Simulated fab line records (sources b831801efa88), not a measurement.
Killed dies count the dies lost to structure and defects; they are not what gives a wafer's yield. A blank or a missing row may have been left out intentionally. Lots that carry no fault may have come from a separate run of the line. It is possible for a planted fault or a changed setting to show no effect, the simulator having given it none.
fab line records	flow sky130
[record] lots = 12	wafers = 36	last_day = 50
route steps=708 shown LDD_HVN@274 LDD_LDN@298 POLY_CUT@319 PAD_OPEN@708
lots untouched by any fault: they come from a run of this same line in which no faults occurred
start_h: hours from the record's opening day to when the first of the lot's shown wafers began	wait_h: hours elapsed since this lot's preceding step	" as in the row above	L1.1+2: a row that stands for several wafers	- no value, or no start was given	* or withheld: withheld	< > ~ a bound
route shown NAME@n: NAME is a module with steps in the file, n the number in the route of the first one	usual: average and standard deviation across the fault-free wafers	same: alike in all rows	chamber/n: place in a boat	sites: the reading at each site	_std_site: how widely they spread, as a standard deviation	_edge_site: mean of outer sites minus mean of inner sites	radius_mm: how far each site lies from the wafer's centre	mask NAME#n: copy n	behind: the most recent tool/chamber to have shaped the wafer	hold: reason for holding the lot/hours on hold/outcome of the hold	device: whichever transistor did not switch (one of n, p or np)	end of line: at the end of the route, the tests of the same wafers	a step with no rows: only its recipe	killed: at the first sort, the dies lost to defects and structure; wafer yield is something else	map: a wafer's dies, x killed, . not, _ none there
set.NAME: the setting that was run; set.NAME@STEP: the one run at that earlier step	model.NAME: the simulator's own value behind a step, which no gauge read
a sample of lots followed through the steps of the route, with each step as a table and each wafer as a row
services: from which hour (start_h, from the record's first day; less than 0 if before it) a tool's chamber was out of use, for how many hours, and why
[[steps]]
[step SKY_LDD_HVN_OVL_MEAS_07]
[usual] LDD_HVN_OVL = -0.7/1.7
lot.wafer	tool	chamber	start_h	wait_h	LDD_HVN_OVL[nm]
L826.1	overlay-01	-	470.27	0.1	0.7
L826.3	"	-	"	"	2.8
L826.5	"	-	"	"	2.0
L825.3	overlay-01	-	471.05	0.1	-1.8
L825.4	"	-	"	"	0.9
L825.6	"	-	"	"	-1.8
L827.4	overlay-02	-	484.90	0.1	2.1
L827.5	"	-	"	"	-0.6
L827.6	"	-	"	"	-2.2
L837.2	overlay-02	-	573.54	0.1	-0.7
L837.3	"	-	"	"	-3.8
L837.6	"	-	"	"	-1.7
L836.1	overlay-01	-	577.38	0.1	1.1
L836.2	"	-	"	"	-1.8
L836.4	"	-	"	"	-1.4
L840.1	overlay-01	-	591.62	0.1	-0.3
L840.2	"	-	"	"	-0.6
L840.4	"	-	"	"	-0.9
L838.1	overlay-02	-	594.74	0.1	-0.4
L838.3	"	-	"	"	-0.8
L838.6	"	-	"	"	-0.2
L841.3	overlay-01	-	601.00	0.1	-3.5
L841.5	"	-	"	"	-1.1
L841.6	"	-	"	"	-2.3
L843.1	overlay-01	-	619.78	0.1	-0.9
L843.2	"	-	"	"	-3.2
L843.5	"	-	"	"	-0.5
L845.1	overlay-01	-	633.23	0.1	1.7
L845.2	"	-	"	"	1.7
L845.5	"	-	"	"	-0.8
L848.2	overlay-02	-	652.84	0.1	-0.8
L848.3	"	-	"	"	-0.5
L848.5	"	-	"	"	0.0
L847.2	overlay-02	-	653.54	0.1	-1.5
L847.4	"	-	"	"	-1.6
L847.5	"	-	"	"	0.8
[step SKY_LDD_LDN_IMPLANT_09]
[recipe] species = As	energy_kev = 15	dose_cm2 = 1.25e+13	tilt_deg = withheld	rotation_deg = 113
[usual] beam_energy_keV = 15.000/0.0043
[same] implant_ion_amu = 75
lot.wafer	tool	chamber	start_h	wait_h	beam_energy_keV
L826.1	implanter-03	0	531.77	0.1	15.005
L826.3	"	0	"	"	14.998
L826.5	"	0	"	"	14.996
L825.3	implanter-02	0	532.12	0.1	15.003
L825.4	"	0	"	"	15.009
L825.6	"	0	"	"	15.005
L827.4	implanter-04	0	547.27	0.1	14.999
L827.5	"	0	"	"	15.004
L827.6	"	0	"	"	14.995
L837.2	implanter-02	0	631.43	0.1	15.002
L837.3	"	0	"	"	15.001
L837.6	"	0	"	"	15.000
L836.1	implanter-02	0	635.89	0.1	15.301
L836.2	"	0	"	"	15.298
L836.4	"	0	"	"	15.295
L840.1	implanter-04	0	649.17	0.1	14.997
L840.2	"	0	"	"	15.007
L840.4	"	0	"	"	15.002
L838.1	implanter-02	0	653.77	0.2	15.297
L838.3	"	0	"	"	15.302
L838.6	"	0	"	"	15.296
L841.3	implanter-03	0	658.61	0.1	14.999
L841.5	"	0	"	"	15.000
L841.6	"	0	"	"	14.997
L843.1	implanter-03	0	678.01	0.1	14.994
L843.2	"	0	"	"	14.998
L843.5	"	0	"	"	14.999
L845.1	implanter-03	0	690.81	0.1	14.995
L845.2	"	0	"	"	14.996
L845.5	"	0	"	"	14.999
L848.2	implanter-03	0	709.14	0.1	15.005
L848.3	"	0	"	"	14.998
L848.5	"	0	"	"	15.004
L847.2	implanter-02	0	710.04	0.1	15.000
L847.4	"	0	"	"	15.007
L847.5	"	0	"	"	15.006
[step SKY_LDD_LDN_STRIP_12]
[recipe] chemistry = O2/N2	power_w = 1400	pressure_mtorr = 1500	platen_temp_c = withheld	o2_flow_sccm = 3000	n2_flow_sccm = 300	overash_fraction = 0.5
[usual] chamber_pressure_mTorr = 1499.9/1.4	drypump_motor_current_A = 5.4/0.38	oes_product_au = 0.716/0.0043	strip_time_to_endpoint_s = 14.19/0.037
lot.wafer	tool	chamber	start_h	wait_h	chamber_pressure_mTorr	drypump_motor_current_A	oes_product_au	rf_hours_counter_h	strip_time_to_endpoint_s
L826.1	plasma_asher-02	1	532.22	0.1	1499.8	6.1	0.713	11	14.19
L826.3	"	1	"	"	1500.3	6.1	0.712	-	14.16
L826.5	"	0	"	"	1499.8	5.0	0.707	-	14.19
L825.3	plasma_asher-03	1	532.56	0.1	1500.7	5.3	0.713	-	14.15
L825.4	"	0	"	"	1499.0	5.5	0.719	-	14.16
L825.6	"	1	"	"	1500.6	5.4	0.718	-	14.22
L827.4	plasma_asher-02	0	547.68	0.1	1499.1	5.0	0.719	-	14.20
L827.5	"	0	"	"	1500.8	5.0	0.718	-	14.20
L827.6	"	1	"	"	1498.7	6.1	0.719	-	14.23
L837.2	plasma_asher-03	1	631.86	0.1	1498.3	5.3	0.716	95	14.21
L837.3	"	1	"	"	1498.1	5.4	0.716	-	14.23
L837.6	"	0	"	"	1500.3	5.5	0.715	-	14.18
L836.1	plasma_asher-03	1	636.34	0.1	1496.5	5.4	0.717	95	14.17
L836.2	"	0	"	"	1499.4	5.5	0.715	95	14.17
L836.4	"	0	"	"	1498.9	5.5	0.716	-	14.16
L840.1	plasma_asher-02	1	649.62	0.1	1499.8	6.1	0.716	22	14.16
L840.2	"	0	"	"	1500.7	4.9	0.718	22	14.16
L840.4	"	0	"	"	1499.4	5.0	0.717	-	14.15
L838.1	plasma_asher-03	1	654.67	0.2	1502.4	5.4	0.715	97	14.19
L838.3	"	0	"	"	1500.5	5.5	0.715	-	14.20
L838.6	"	0	"	"	1499.4	5.5	0.712	-	14.16
L841.3	plasma_asher-02	0	659.04	0.1	1502.0	4.9	0.714	-	14.20
L841.5	"	0	"	"	1503.2	5.0	0.714	-	14.22
L841.6	"	1	"	"	1500.5	6.1	0.715	-	14.21
L843.1	plasma_asher-01	1	678.46	0.1	1501.1	4.9	0.722	83	14.14
L843.2	"	0	"	"	1498.9	5.2	0.718	83	14.16
L843.5	"	1	"	"	1500.7	4.8	0.710	-	14.14
L845.1	plasma_asher-02	0	691.26	0.1	1497.1	5.0	0.714	27	14.11
L845.2	"	1	"	"	1501.8	6.1	0.722	27	14.18
L845.5	"	0	"	"	1498.6	5.0	0.720	-	14.13
L848.2	plasma_asher-03	0	709.56	0.1	1500.8	5.5	0.718	102	14.19
L848.3	"	1	"	"	1501.1	5.3	0.718	-	14.19
L848.5	"	1	"	"	1499.3	5.3	0.712	-	14.18
L847.2	plasma_asher-03	1	710.46	0.1	1499.7	5.4	0.714	102	14.18
L847.4	"	0	"	"	1500.7	5.5	0.727	-	14.18
L847.5	"	1	"	"	1501.3	5.4	0.722	-	14.18
[step SKY_POLY_CUT_STRIP_12]
[recipe] chemistry = O2/N2	power_w = 1400	pressure_mtorr = 1500	platen_temp_c = withheld	o2_flow_sccm = 3000	n2_flow_sccm = 300	overash_fraction = 0.5
[usual] chamber_pressure_mTorr = 1499.9/1.5	drypump_motor_current_A = 5.6/0.58	oes_product_au = 0.452/0.005	strip_time_to_endpoint_s = 5.362/0.019
lot.wafer	tool	chamber	start_h	wait_h	chamber_pressure_mTorr	drypump_motor_current_A	oes_product_au	rf_hours_counter_h	strip_time_to_endpoint_s
L825.3	plasma_asher-01	0	564.35	0.1	1500.4	5.2	0.457	-	5.396
L825.4	"	1	"	"	1499.2	4.9	0.467	-	5.371
L825.6	"	0	"	"	1500.1	5.2	0.452	-	5.395
L826.1	plasma_asher-03	0	564.66	0.0	1498.2	5.5	0.452	88	5.350
L826.3	"	1	"	"	1498.6	5.4	0.450	-	5.383
L826.5	"	0	"	"	1499.8	5.5	0.446	-	5.328
L827.4	plasma_asher-03	0	578.33	0.1	1499.5	5.5	0.445	-	5.368
L827.5	"	0	"	"	1497.7	5.5	0.449	-	5.321
L827.6	"	1	"	"	1498.8	5.3	0.455	-	5.359
L837.2	plasma_asher-01	1	662.36	0.0	1497.5	4.8	0.453	82	5.363
L837.3	"	0	"	"	1496.3	5.2	0.448	-	5.347
L837.6	"	0	"	"	1500.0	5.2	0.450	-	5.380
L836.1	plasma_asher-04	1	666.26	0.0	1500.9	5.8	0.456	52	5.357
L836.2	"	0	"	"	1501.6	6.6	0.448	52	5.366
L836.4	"	1	"	"	1500.9	5.8	0.459	-	5.360
L840.1	plasma_asher-03	0	681.70	0.0	1501.7	5.5	0.464	100	5.403
L840.2	"	1	"	"	1498.6	5.4	0.447	100	5.384
L840.4	"	0	"	"	1499.0	5.5	0.449	-	5.380
L838.1	plasma_asher-04	0	686.66	0.0	1501.4	6.6	0.451	54	5.368
L838.3	"	0	"	"	1501.7	6.6	0.455	-	5.357
L838.6	"	1	"	"	1500.7	5.8	0.448	-	5.359
L841.3	plasma_asher-01	0	689.66	0.1	1500.5	5.2	0.451	-	5.344
L841.5	"	1	"	"	1497.1	4.8	0.446	-	5.392
L841.6	"	0	"	"	1498.8	5.2	0.455	-	5.359
L843.1	plasma_asher-04	1	709.25	0.0	1500.9	5.8	0.460	56	5.370
L843.2	"	0	"	"	1499.7	6.6	0.455	56	5.375
L843.5	"	0	"	"	1500.5	6.6	0.453	-	5.375
L845.1	plasma_asher-03	0	720.47	0.0	1497.4	5.5	0.455	104	5.364
L845.2	"	1	"	"	1502.6	5.4	0.450	104	5.341
L845.5	"	0	"	"	1500.6	5.5	0.441	-	5.343
L848.2	plasma_asher-04	0	739.41	0.0	1500.6	6.6	0.452	60	5.371
L848.3	"	0	"	"	1502.7	6.6	0.458	-	5.361
L848.5	"	0	"	"	1501.2	6.7	0.449	-	5.377
L847.2	plasma_asher-01	0	740.05	0.0	1503.2	5.3	0.450	90	5.343
L847.4	"	0	"	"	1497.7	5.2	0.443	-	5.333
L847.5	"	0	"	"	1502.3	5.2	0.451	-	5.323
[step SKY_PAD_OPEN_PROBE_99]
[usual] killed_at_M0_to_M3 = 42/5.8	killed_at_M4_up = 3.0/2	killed_at_contacts = 24/5.5	killed_at_front_end = 15/3.9	killed_at_other = 0.3/0.54	killed_dies = 85/8.8	killed_on_rim = 16/3.7	killed_open = 47/6.8	killed_short = 38/5.9
[same] gross_dies = 492	killed_at_back_side = 0
lot.wafer	tool	chamber	start_h	wait_h	killed_at_M0_to_M3	killed_at_M4_up	killed_at_contacts	killed_at_front_end	killed_at_other	killed_dies	killed_on_rim	killed_open	killed_short
L825.3	prober-01	-	1087.36	0.2	35	1	20	10	0	66	14	43	23
L825.4	prober-01	-	1087.41	0.2	47	8	20	18	0	93	16	46	47
L825.6	prober-01	-	1087.51	0.2	49	5	27	20	2	103	19	46	55
L826.1	prober-02	-	1088.62	0.1	46	4	15	22	1	88	15	54	34
L826.3	prober-02	-	1088.72	0.2	52	1	26	17	0	96	19	52	44
L826.5	prober-02	-	1088.82	0.2	48	1	24	17	0	90	28	53	37
L827.4	prober-01	-	1095.79	0.2	42	1	20	12	0	75	16	45	29
L827.5	prober-01	-	1095.84	0.2	34	4	36	24	0	98	23	57	41
L827.6	prober-01	-	1095.89	0.2	44	2	29	19	0	94	19	58	35
L837.2	prober-02	-	1154.33	0.1	45	2	18	11	1	77	18	47	29
L837.3	prober-02	-	1154.38	0.2	38	2	23	9	1	73	10	38	34
L837.6	prober-02	-	1154.53	0.2	50	0	25	12	3	90	11	54	34
L836.1	prober-01	-	1155.17	0.1	47	5	27	25	1	105	18	55	49
L836.2	prober-01	-	1155.22	0.1	43	2	20	13	1	79	9	40	39
L836.4	prober-01	-	1155.32	0.2	39	3	24	20	0	86	15	47	39
L840.1	prober-02	-	1164.97	0.1	40	7	24	11	0	82	16	49	33
L840.2	prober-02	-	1165.02	0.1	50	2	24	18	1	95	23	55	40
L840.4	prober-02	-	1165.12	0.2	39	2	30	13	1	85	18	53	32
L838.1	prober-02	-	1172.49	0.1	45	2	35	14	0	96	20	51	44
L838.3	prober-02	-	1172.59	0.2	26	4	23	14	0	67	12	38	29
L838.6	prober-02	-	1172.74	0.2	46	2	25	6	0	79	13	47	32
L841.3	prober-01	-	1175.21	0.2	49	1	23	13	0	86	14	55	31
L841.5	prober-01	-	1175.31	0.2	44	7	18	15	0	84	24	41	41
L841.6	prober-01	-	1175.36	0.2	36	7	19	10	0	72	16	38	34
L843.1	prober-02	-	1183.57	0.1	46	3	21	19	0	89	18	49	39
L843.2	prober-02	-	1183.62	0.1	48	1	29	20	0	98	17	57	40
L843.5	prober-02	-	1183.77	0.2	37	5	21	19	0	82	12	41	39
L845.1	prober-01	-	1192.96	0.1	52	0	28	10	0	90	15	49	41
L845.2	prober-01	-	1193.01	0.1	42	2	13	13	0	70	12	45	25
L845.5	prober-01	-	1193.16	0.2	41	1	23	14	0	79	17	46	33
L848.2	prober-01	-	1201.48	0.1	46	3	20	20	1	90	12	48	41
L848.3	prober-01	-	1201.53	0.2	37	1	28	20	0	86	12	51	34
L848.5	prober-01	-	1201.63	0.2	46	1	20	19	0	86	15	44	41
L847.2	prober-02	-	1204.70	0.1	41	2	29	18	1	91	19	54	37
L847.4	prober-02	-	1204.80	0.2	44	0	21	15	0	80	17	42	38
L847.5	prober-02	-	1204.85	0.2	45	4	29	14	1	93	17	59	34
// killed by level:class
L825.3 VIA1:geometric_particle:open=15 VIA2:geometric_particle:open=5 VIA3:geometric_particle:open=5 LI_CONTACT:geometric_particle:open=4 CONTACT:geometric_particle:short=4 CONTACT:geometric_particle:open=4 SPACER:geometric_particle:open=3 LI_CONTACT:geometric_particle:short=3
L825.4 VIA1:geometric_particle:open=13 VIA3:geometric_particle:open=8 METAL4:geometric_particle:short=7 CONTACT:geometric_particle:short=6 METAL1:geometric_particle:short=6 CONTACT:geometric_particle:open=5 POLY_GATE:geometric_particle:open=4 POLY_GATE:geometric_particle:short=4
L825.6 VIA1:geometric_particle:open=14 FIELD_ISO:geometric_particle:short=8 VIA3:geometric_particle:open=7 LI_CONTACT:geometric_particle:open=7 LOCAL_INTERCONNECT:geometric_particle:short=7 VIA1:geometric_particle:short=7 FIELD_ISO:geometric_particle:open=6 METAL2:geometric_particle:short=6
L826.1 VIA1:geometric_particle:open=13 VIA3:geometric_particle:open=10 POLY_GATE:geometric_particle:open=8 VIA2:geometric_particle:open=7 CONTACT:geometric_particle:open=6 METAL2:geometric_particle:short=5 FIELD_ISO:geometric_particle:short=4 FIELD_ISO:geometric_particle:open=4
L826.3 VIA1:geometric_particle:open=12 VIA1:geometric_particle:short=12 CONTACT:geometric_particle:open=10 LI_CONTACT:geometric_particle:open=9 METAL1:geometric_particle:short=9 VIA2:geometric_particle:open=7 POLY_GATE:geometric_particle:open=6 POLY_GATE:geometric_particle:short=6
L826.5 VIA1:geometric_particle:open=12 VIA3:geometric_particle:open=8 CONTACT:geometric_particle:open=7 VIA2:geometric_particle:open=7 POLY_GATE:geometric_particle:short=6 POLY_GATE:geometric_particle:open=5 LI_CONTACT:geometric_particle:open=5 CONTACT:geometric_particle:short=5
L827.4 CONTACT:geometric_particle:open=11 VIA3:geometric_particle:open=10 VIA1:geometric_particle:open=9 VIA1:geometric_particle:short=5 CONTACT:geometric_particle:short=4 VIA2:geometric_particle:short=4 POLY_GATE:geometric_particle:open=3 POLY_GATE:geometric_particle:short=3
L827.5 CONTACT:geometric_particle:open=13 VIA1:geometric_particle:open=10 LI_CONTACT:geometric_particle:open=9 FIELD_ISO:geometric_particle:open=7 LI_CONTACT:geometric_particle:short=7 METAL2:geometric_particle:short=6 POLY_GATE:geometric_particle:open=4 METAL1:geometric_particle:short=4
L827.6 CONTACT:geometric_particle:open=12 VIA2:geometric_particle:open=12 VIA1:geometric_particle:open=7 POLY_GATE:geometric_particle:open=7 LI_CONTACT:geometric_particle:open=7 POLY_GATE:geometric_particle:short=6 VIA1:geometric_particle:short=6 CONTACT:geometric_particle:short=5
L837.2 VIA3:geometric_particle:open=10 VIA2:geometric_particle:open=9 VIA1:geometric_particle:short=6 CONTACT:geometric_particle:open=6 METAL2:geometric_particle:short=6 VIA1:geometric_particle:open=5 CONTACT:geometric_particle:short=5 FIELD_ISO:geometric_particle:open=4
L837.3 VIA2:geometric_particle:open=9 VIA1:geometric_particle:open=8 CONTACT:geometric_particle:short=6 CONTACT:geometric_particle:open=6 POLY_GATE:geometric_particle:open=5 LI_CONTACT:geometric_particle:short=5 VIA1:geometric_particle:short=5 VIA3:geometric_particle:short=4
L837.6 VIA1:geometric_particle:open=16 CONTACT:geometric_particle:open=10 METAL2:geometric_particle:short=7 VIA3:geometric_particle:open=7 VIA2:geometric_particle:open=6 LI_CONTACT:geometric_particle:open=5 FIELD_ISO:geometric_particle:open=4 LOCAL_INTERCONNECT:geometric_particle:short=4
L836.1 FIELD_ISO:geometric_particle:open=9 VIA2:geometric_particle:open=9 LI_CONTACT:geometric_particle:open=8 FIELD_ISO:geometric_particle:short=7 CONTACT:geometric_particle:open=7 VIA1:geometric_particle:open=7 VIA3:geometric_particle:open=7 LOCAL_INTERCONNECT:geometric_particle:short=6
L836.2 CONTACT:geometric_particle:open=11 METAL1:geometric_particle:short=10 VIA1:geometric_particle:open=10 VIA2:geometric_particle:open=6 VIA3:geometric_particle:open=5 CONTACT:geometric_particle:short=5 FIELD_ISO:geometric_particle:short=4 FIELD_ISO:geometric_particle:open=3
L836.4 VIA1:geometric_particle:open=10 CONTACT:geometric_particle:open=9 VIA3:geometric_particle:open=8 FIELD_ISO:geometric_particle:short=5 FIELD_ISO:geometric_particle:open=5 VIA2:geometric_particle:open=5 LI_CONTACT:geometric_particle:open=4 LOCAL_INTERCONNECT:geometric_particle:short=4
L840.1 VIA1:geometric_particle:open=12 LI_CONTACT:geometric_particle:open=8 METAL4:geometric_particle:short=6 CONTACT:geometric_particle:open=6 METAL1:geometric_particle:short=6 METAL2:geometric_particle:short=6 LOCAL_INTERCONNECT:geometric_particle:short=4 VIA2:geometric_particle:open=4
L840.2 VIA1:geometric_particle:open=13 VIA2:geometric_particle:open=10 CONTACT:geometric_particle:open=8 FIELD_ISO:geometric_particle:open=6 VIA3:geometric_particle:open=6 LI_CONTACT:geometric_particle:open=6 LOCAL_INTERCONNECT:geometric_particle:short=6 METAL2:geometric_particle:short=6
L840.4 LI_CONTACT:geometric_particle:open=12 VIA1:geometric_particle:open=10 CONTACT:geometric_particle:open=10 FIELD_ISO:geometric_particle:short=6 LOCAL_INTERCONNECT:geometric_particle:short=6 VIA2:geometric_particle:open=6 VIA3:geometric_particle:open=6 VIA2:geometric_particle:short=4
L838.1 CONTACT:geometric_particle:open=14 VIA1:geometric_particle:open=9 LI_CONTACT:geometric_particle:open=8 CONTACT:geometric_particle:short=7 METAL1:geometric_particle:short=7 VIA2:geometric_particle:open=7 METAL2:geometric_particle:short=5 METAL3:geometric_particle:short=5
L838.3 VIA1:geometric_particle:open=10 CONTACT:geometric_particle:open=7 LOCAL_INTERCONNECT:geometric_particle:short=5 METAL2:geometric_particle:short=5 FIELD_ISO:geometric_particle:open=4 LI_CONTACT:geometric_particle:open=4 CONTACT:geometric_particle:short=4 LI_CONTACT:geometric_particle:short=3
L838.6 VIA1:geometric_particle:open=12 CONTACT:geometric_particle:open=8 VIA3:geometric_particle:open=7 VIA2:geometric_particle:open=6 CONTACT:geometric_particle:short=5 LI_CONTACT:geometric_particle:open=5 METAL1:geometric_particle:short=5 METAL1:geometric_particle:open=5
L841.3 VIA2:geometric_particle:open=13 POLY_GATE:geometric_particle:open=9 CONTACT:geometric_particle:open=9 VIA1:geometric_particle:open=6 VIA1:geometric_particle:short=5 VIA2:geometric_particle:short=5 VIA3:geometric_particle:open=5 LI_CONTACT:geometric_particle:open=3
L841.5 VIA1:geometric_particle:open=11 METAL2:geometric_particle:short=8 VIA2:geometric_particle:open=6 POLY_GATE:geometric_particle:short=5 VIA1:geometric_particle:short=5 LI_CONTACT:geometric_particle:short=4 CONTACT:geometric_particle:short=4 LI_CONTACT:geometric_particle:open=3
L841.6 VIA2:geometric_particle:open=9 LI_CONTACT:geometric_particle:open=6 CONTACT:geometric_particle:open=5 FIELD_ISO:geometric_particle:short=4 VIA1:geometric_particle:open=4 METAL2:geometric_particle:short=4 VIA3:geometric_particle:open=4 METAL4:geometric_particle:short=3
L843.1 VIA1:geometric_particle:open=10 LI_CONTACT:geometric_particle:open=7 VIA3:geometric_particle:open=7 CONTACT:geometric_particle:open=7 FIELD_ISO:geometric_particle:open=6 VIA1:geometric_particle:short=6 METAL2:geometric_particle:short=6 POLY_GATE:geometric_particle:short=4
L843.2 VIA1:geometric_particle:open=14 CONTACT:geometric_particle:open=12 VIA2:geometric_particle:open=9 METAL2:geometric_particle:short=7 LI_CONTACT:geometric_particle:open=6 CONTACT:geometric_particle:short=5 VIA1:geometric_particle:short=5 FIELD_ISO:geometric_particle:open=4
L843.5 CONTACT:geometric_particle:open=8 FIELD_ISO:geometric_particle:open=7 VIA1:geometric_particle:open=7 METAL2:geometric_particle:short=7 VIA2:geometric_particle:open=7 FIELD_ISO:geometric_particle:short=6 LOCAL_INTERCONNECT:geometric_particle:short=5 CONTACT:geometric_particle:short=5
L845.1 VIA2:geometric_particle:open=11 VIA1:geometric_particle:open=10 LI_CONTACT:geometric_particle:open=8 VIA1:geometric_particle:short=8 CONTACT:geometric_particle:open=7 CONTACT:geometric_particle:short=6 VIA3:geometric_particle:open=6 METAL1:geometric_particle:short=5
L845.2 VIA1:geometric_particle:open=12 VIA2:geometric_particle:open=10 VIA3:geometric_particle:open=7 LI_CONTACT:geometric_particle:open=6 VIA3:geometric_particle:short=6 CONTACT:geometric_particle:open=4 POLY_GATE:geometric_particle:short=3 SPACER:geometric_particle:short=3
L845.5 LI_CONTACT:geometric_particle:open=9 CONTACT:geometric_particle:open=9 METAL1:geometric_particle:short=7 VIA1:geometric_particle:open=7 FIELD_ISO:geometric_particle:open=5 METAL2:geometric_particle:short=5 VIA3:geometric_particle:open=5 VIA2:geometric_particle:open=4
L848.2 CONTACT:geometric_particle:open=10 VIA1:geometric_particle:open=9 METAL2:geometric_particle:short=9 POLY_GATE:geometric_particle:short=7 LI_CONTACT:geometric_particle:open=7 VIA3:geometric_particle:open=6 FIELD_ISO:geometric_particle:open=5 VIA1:geometric_particle:short=5
L848.3 LI_CONTACT:geometric_particle:open=9 VIA1:geometric_particle:open=9 CONTACT:geometric_particle:open=8 CONTACT:geometric_particle:short=7 FIELD_ISO:geometric_particle:open=6 POLY_GATE:geometric_particle:open=6 METAL1:geometric_particle:short=4 VIA1:geometric_particle:short=4
L848.5 VIA1:geometric_particle:open=13 METAL2:geometric_particle:short=6 FIELD_ISO:geometric_particle:short=6 LI_CONTACT:geometric_particle:open=6 VIA2:geometric_particle:open=6 VIA2:geometric_particle:short=6 CONTACT:geometric_particle:open=5 METAL1:geometric_particle:short=5
L847.2 VIA3:geometric_particle:open=12 LI_CONTACT:geometric_particle:open=10 VIA1:geometric_particle:open=8 CONTACT:geometric_particle:open=8 FIELD_ISO:geometric_particle:short=5 FIELD_ISO:geometric_particle:open=5 VIA3:geometric_particle:short=5 POLY_GATE:geometric_particle:short=4
L847.4 VIA1:geometric_particle:open=10 METAL2:geometric_particle:short=9 METAL1:geometric_particle:short=8 CONTACT:geometric_particle:open=7 POLY_GATE:geometric_particle:open=6 LI_CONTACT:geometric_particle:open=6 CONTACT:geometric_particle:short=5 VIA1:geometric_particle:short=4
L847.5 CONTACT:geometric_particle:open=14 VIA2:geometric_particle:open=10 VIA1:geometric_particle:open=9 LI_CONTACT:geometric_particle:open=6 POLY_GATE:geometric_particle:open=5 METAL1:geometric_particle:short=5 METAL2:geometric_particle:short=5 CONTACT:geometric_particle:short=5
[[services]]
tool	chamber	start_h	hours	kind
plasma_asher-04	-	529.17	3.9	repair
implanter-03	-	551.52	4.7	repair
plasma_asher-01	-	594.66	3.3	repair
implanter-04	-	620.94	1.4	repair
implanter-04	-	631.60	3.8	pm
implanter-03	-	640.74	4.1	repair
plasma_asher-01	-	652.99	6.3	repair
implanter-02	-	671.42	2.8	pm
implanter-03	-	680.99	2.3	repair
implanter-02	-	682.07	0.9	repair
implanter-03	-	698.40	4.2	repair
plasma_asher-02	-	711.60	2.8	pm
plasma_asher-04	-	718.68	1.3	repair
implanter-02	-	731.73	9.5	repair
plasma_asher-03	-	733.75	9.0	pm
plasma_asher-03	0	733.75	9.0	vent_cycle
plasma_asher-03	1	733.75	9.0	vent_cycle
plasma_asher-02	-	738.30	37.4	repair
[[key]]
[first_sign] step = SKY_LDD_LDN_IMPLANT_09	reading = beam_energy_keV	direction = up	sigmas = 69	usual = *	struck = *
effect none on later readings
met_at SKY_LDD_LDN_IMPLANT_09
struck_lots L836,L838
tester_left_out L836,L838
not_acting_at SKY_LDD_HVN_OVL_MEAS_07,SKY_LDD_LDN_STRIP_12,SKY_POLY_CUT_STRIP_12
onset_between 631.43 635.89
[fault] kind = process_parameter_drift	tool = implanter-02	chamber = -	onset_h = 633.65	steps = SKY_LDD_LDN_IMPLANT_09	channel = energy_kev	offset = *	shape = step	end_h = 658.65	acts_in = *	stated = *
// tester_left_out: of these lots the tester's yield and bins aren't shown, on N5 and GAA mostly nor the transistor test; their killed dies are dies lost to structure and defects alone, not to doping, threshold or leakage, so they don't give the yield
